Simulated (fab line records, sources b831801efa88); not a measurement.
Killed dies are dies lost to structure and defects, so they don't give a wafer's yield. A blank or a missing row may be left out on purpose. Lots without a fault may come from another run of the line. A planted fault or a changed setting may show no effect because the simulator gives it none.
Which tool did it? | flow gf180mcu | 12 lots, 36 wafers sampled, at 6 steps of a route of 602

WHAT THE GAUGES READ, wafer by wafer
GF_MVPSD_TW_MEAS_11.
lot  | measured     | on            | MVPSD_TW
L753 | day 5 07:35  | film_metro-01 | 549 546 551
L756 | day 6 00:41  | film_metro-01 | 552 552 550
L757 | day 6 07:17  | film_metro-03 | 547 548 549
L758 | day 6 13:54  | film_metro-01 | 531 529 531 533 534 532
L759 | day 6 19:35  | film_metro-02 | 530 531 532 533 531 531
L766 | day 8 18:44  | film_metro-01 | 552 558 556
L768 | day 9 03:53  | film_metro-01 | 553 551 550
L769 | day 9 18:10  | film_metro-02 | 550 550 549
L770 | day 9 18:53  | film_metro-01 | 553 554 552
L772 | day 10 05:57 | film_metro-02 | 553 556 557
L773 | day 10 11:56 | film_metro-03 | 550 547 550
L775 | day 11 00:40 | film_metro-02 | 554 555 556

GF_VT_IMPLANT_RS_MEAS_49: measures by four-point-probe.
lot  | measured     | on            | MVPSD_RS (ohm/sq)
L753 | day 7 21:12  | film_metro-02 | 1168.7 1169.3 1167.4
L756 | day 8 17:38  | film_metro-03 | 1169.8 1168.2 1170.1
L757 | day 9 00:30  | film_metro-03 | 1175.8 1172.1 1171.5
L758 | day 9 07:27  | film_metro-01 | 1260.7 1257.8 1258.9 1261.3 1259.3 1261.8
L759 | day 9 13:43  | film_metro-02 | 1266.1 1263.2 1262.4 1265.1 1263.3 1259.5
L766 | day 11 20:03 | film_metro-01 | 1170.1 1169.5 1166.1
L768 | day 12 05:30 | film_metro-01 | 1168.7 1166.2 1164.9
L769 | day 12 20:34 | film_metro-02 | 1173.0 1168.8 1166.7
L770 | day 12 21:32 | film_metro-02 | 1163.3 1168.8 1164.7
L772 | day 13 10:52 | film_metro-01 | 1171.3 1168.9 1165.0
L773 | day 13 16:32 | film_metro-02 | 1168.1 1166.6 1164.5
L775 | day 14 07:10 | film_metro-03 | 1166.2 1161.9 1164.7

GF_PSD_OVL_MEAS_08.
lot  | measured     | on         | PSD_OVL (nm)
L753 | day 14 18:50 | overlay-02 | 3.8 3.7 3.2
L756 | day 15 19:10 | overlay-02 | 3.3 3.9 4.0
L757 | day 15 22:13 | overlay-01 | -0.5 -0.4 2.5
L758 | day 16 13:35 | overlay-01 | -0.9 -2.9 0.6
L759 | day 16 22:53 | overlay-02 | 0.1 1.3 0.9
L766 | day 20 01:32 | overlay-01 | 3.8 2.1 2.5
L768 | day 20 05:46 | overlay-01 | 1.8 2.0 2.1
L769 | day 21 00:52 | overlay-01 | -1.1 -2.3 1.9
L770 | day 20 23:05 | overlay-01 | -1.0 1.2 1.6
L772 | day 21 15:04 | overlay-01 | -0.2 -0.7 -1.0
L773 | day 21 21:53 | overlay-02 | 1.0 -1.5 1.7
L775 | day 22 14:41 | overlay-01 | -1.2 1.1 1.1

GF_PSD_TW_MEAS_11.
lot  | measured     | on            | PSD_TW
L753 | day 14 19:08 | film_metro-04 | 3192 3199 3197
L756 | day 15 19:27 | film_metro-03 | 3148 3111 3122
L757 | day 15 22:30 | film_metro-03 | 3137 3124 3115
L758 | day 16 13:53 | film_metro-01 | 3162 3173 3174
L759 | day 16 23:10 | film_metro-01 | 3157 3163 3160
L766 | day 20 01:50 | film_metro-01 | 3158 3159 3161
L768 | day 20 06:03 | film_metro-04 | 3203 3193 3201
L769 | day 21 01:10 | film_metro-04 | 3214 3217 3203
L770 | day 20 23:23 | film_metro-03 | 3165 3143 3153
L772 | day 21 15:21 | film_metro-01 | 3178 3170 3178
L773 | day 21 22:11 | film_metro-03 | 3149 3135 3131
L775 | day 22 14:58 | film_metro-01 | 3176 3171 3176

WHICH TOOL RAN EACH LOT (tool, then ch and the chambers of the sampled wafers, then the start)
lot  | GF_MVPSD_IMPLANT_08             | GF_HV_LDD_STRIP_49
L753 | implanter-03 ch 0, day 5 07:13  | plasma_asher-03 ch 0,1, day 12 22:20
L756 | implanter-04 ch 0, day 6 00:18  | plasma_asher-04 ch 1, day 13 20:45
L757 | implanter-04 ch 0, day 6 06:54  | plasma_asher-01 ch 0,1, day 13 23:58
L758 | implanter-04 ch 0, day 6 13:32  | plasma_asher-01 ch 0,1, day 14 14:50
L759 | implanter-04 ch 0, day 6 19:11  | plasma_asher-01 ch 0,1, day 14 22:33
L766 | implanter-03 ch 0, day 8 18:22  | plasma_asher-04 ch 0,1, day 17 20:44
L768 | implanter-01 ch 0, day 9 03:30  | plasma_asher-01 ch 0,1, day 18 01:14
L769 | implanter-04 ch 0, day 9 17:46  | plasma_asher-01 ch 0,1, day 18 20:41
L770 | implanter-03 ch 0, day 9 18:30  | plasma_asher-01 ch 0, day 18 18:51
L772 | implanter-01 ch 0, day 10 05:34 | plasma_asher-03 ch 0,1, day 19 11:25
L773 | implanter-04 ch 0, day 10 11:34 | plasma_asher-04 ch 0,1, day 19 18:34
L775 | implanter-04 ch 0, day 11 00:16 | plasma_asher-03 ch 0,1, day 20 12:07
- GF_MVPSD_IMPLANT_08
- GF_HV_LDD_STRIP_49: strips in O2/N2.

WHAT THE TOOLS THEMSELVES READ (means of the sampled wafers that have a number; where no wafer has one, the mark that the record gives instead)
GF_MVPSD_IMPLANT_08.
lot  | tool         | dose_ions_cm2 | faraday_current_uA
L753 | implanter-03 | 1.4990e+13    | 84.7
L756 | implanter-04 | 1.5007e+13    | 85.4
L757 | implanter-04 | 1.4995e+13    | 83.5
L758 | implanter-04 | 1.2892e+13    | 73.5
L759 | implanter-04 | 1.2902e+13    | 73.6
L766 | implanter-03 | 1.4984e+13    | 85.0
L768 | implanter-01 | 1.4998e+13    | 84.3
L769 | implanter-04 | 1.5000e+13    | 84.8
L770 | implanter-03 | 1.5000e+13    | 85.9
L772 | implanter-01 | 1.5014e+13    | 84.9
L773 | implanter-04 | 1.5004e+13    | 84.7
L775 | implanter-04 | 1.4984e+13    | 85.4

GF_HV_LDD_STRIP_49.
lot  | tool            | drypump_motor_current_A (A) | heater_power_w (W) | n2_flow_sccm (sccm) | oes_product_au (a.u.) | strip_time_to_endpoint_s (s)
L753 | plasma_asher-03 | 5.8                         | 336                | 299.3               | 0.713                 | 12.62
L756 | plasma_asher-04 | 5.8                         | 312                | 299.4               | 0.718                 | 12.64
L757 | plasma_asher-01 | 5.9                         | 318                | 300.3               | 0.718                 | 12.65
L758 | plasma_asher-01 | 5.8                         | 316                | 300.0               | 0.714                 | 12.59
L759 | plasma_asher-01 | 5.9                         | 315                | 300.5               | 0.713                 | 12.65
L766 | plasma_asher-04 | 5.4                         | 293                | 299.7               | 0.718                 | 12.64
L768 | plasma_asher-01 | 5.9                         | 318                | 300.3               | 0.718                 | 12.66
L769 | plasma_asher-01 | 5.5                         | 326                | 300.2               | 0.716                 | 12.64
L770 | plasma_asher-01 | 6.2                         | 304                | 299.7               | 0.713                 | 12.63
L772 | plasma_asher-03 | 5.6                         | 346                | 299.0               | 0.718                 | 12.67
L773 | plasma_asher-04 | 5.6                         | 304                | 300.8               | 0.713                 | 12.55
L775 | plasma_asher-03 | 5.6                         | 356                | 300.8               | 0.715                 | 12.63

THE ANSWER, worked out from the rows above alone
Rule: what is usual is taken from the lots themselves. Put in order of their means at a reading, lots are off if they are a third of the lots or fewer, leave a main group of 4 or more, and stand apart from it by a gap of 3 or more times the standard deviation of the main group's means; of several such gaps the widest counts. A main group whose means are all the same, to the digits that the tables above print for the reading, isn't used. A lot without any number at a reading at which 4 lots or more have one is off too. The other lots that the step has rows for count as sound. The gauges are gone through in route order, then the tools' own readings, and for those a lot's mean is taken as printed above. The first step at which some lot is off is used, and at that step the reading that is off furthest; a lot without a number counts as furthest.
Off: L758, L759, at GF_MVPSD_TW_MEAS_11 (MVPSD_TW). The main group: mean 552, standard deviation 2.7.
A tool fits if, at a process step before that reading, it ran every lot that is off, and no sound lot after the first of them. The gauges at GF_MVPSD_TW_MEAS_11 aren't tried: what is off there is off at GF_MVPSD_IMPLANT_08 too, on other tools, and a gauge's error can't cause that. None of those tried fits.

WHAT THE SIMULATOR HAD PUT IN
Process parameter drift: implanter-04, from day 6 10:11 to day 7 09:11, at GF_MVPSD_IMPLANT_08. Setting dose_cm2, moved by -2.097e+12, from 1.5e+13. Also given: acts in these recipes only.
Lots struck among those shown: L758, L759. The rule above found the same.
